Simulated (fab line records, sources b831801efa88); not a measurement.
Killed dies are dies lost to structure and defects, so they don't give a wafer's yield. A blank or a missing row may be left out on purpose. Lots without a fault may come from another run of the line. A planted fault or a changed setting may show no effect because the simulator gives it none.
One fault seen from 2 desks | flow gf180mcu | each desk has only its own numbers; what lay behind them comes last

THE METROLOGY DESK
What the gauges read, lot by lot, whatever tool the lot ran on: means of the sampled wafers that have a number. A lot is out of limits, marked OUT, if its mean lies more than 4 standard deviations from the usual mean; the brackets give that distance.
Columns: A = HV_LDD_TW at GF_HV_LDD_TW_MEAS_11, usual 2404; B = HV_LDD_RS at GF_HV_LDD_RS_MEAS_53, usual 418.6 ohm/sq; C = M1_OVL at GF_M1_OVL_MEAS_15, usual 4 nm
lot  | first seen here | A               | B               | C
L468 | day 9 22:34     | 2378            | 418.8           | 9
L469 | day 10 06:42    | 2431            | 419.7           | 2
L470 | day 10 17:31    | 2403            | 419.0           | 4
L475 | day 12 04:30    | 2290 (-4.5) OUT | 450.4 (+33) OUT | -6
L476 | day 12 12:16    | 2284 (-4.8) OUT | 452.5 (+35) OUT | 5
L479 | day 13 08:21    | 2435            | 418.3           | 5
L481 | day 14 04:22    | 2408            | 419.3           | 15
L483 | day 14 17:18    | 2384            | 420.2           | 10
L487 | day 16 01:40    | 2376            | 419.5           | 9
L488 | day 16 07:29    | 2376            | 418.6           | 6
L489 | day 16 14:59    | 2378            | 419.3           | 4
L490 | day 16 17:58    | 2418            | 417.5           | 0
This desk's finding: out of limits on L475, L476; first on L475, day 12 04:30 (HV_LDD_TW at GF_HV_LDD_TW_MEAS_11). In limits: L468, L469, L470, L479, L481, L483, L487, L488, L489, L490.

THE TOOL OWNER'S DESK: implanter-02
The tool's own readings at GF_HV_LDD_IMPLANT_09: means of the sampled wafers that have a number, for each lot that ran on this tool. A lot is out of limits, marked OUT, if its mean lies more than 4 standard deviations from the usual mean; the brackets give that distance.
Columns: A = dose_ions_cm2 at GF_HV_LDD_IMPLANT_09, usual 1.0001e+14; B = faraday_current_uA at GF_HV_LDD_IMPLANT_09, usual 564
lot  | first seen here | A                            | B
L470 | day 10 17:17    | 1.0003e+14                   | 562
L475 | day 12 04:15    | 8.3490e+13 (-99 or more) OUT | 473 (-8.2) OUT
L476 | day 12 12:02    | 8.3497e+13 (-99 or more) OUT | 476 (-8.0) OUT
This desk's finding: out of limits on L475, L476; first on L475, day 12 04:15 (dose_ions_cm2 at GF_HV_LDD_IMPLANT_09). In limits: L470.

PUT TOGETHER
The tool owner's desk could have raised an alarm at day 12 04:15, on L475, L476.
The metrology desk could have raised an alarm at day 12 04:30, on L475, L476.
Of the lots named, all ran GF_HV_LDD_IMPLANT_09 on implanter-02.

WHAT THE SIMULATOR HAD PUT IN
Process parameter drift: implanter-02, from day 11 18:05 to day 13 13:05, at GF_HV_LDD_IMPLANT_09. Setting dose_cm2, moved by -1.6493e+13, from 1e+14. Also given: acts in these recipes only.
Lots struck among those shown: L475, L476.
Hours from the fault's start to each desk's first reading out of limits: the tool owner's desk, 10; the metrology desk, 10.
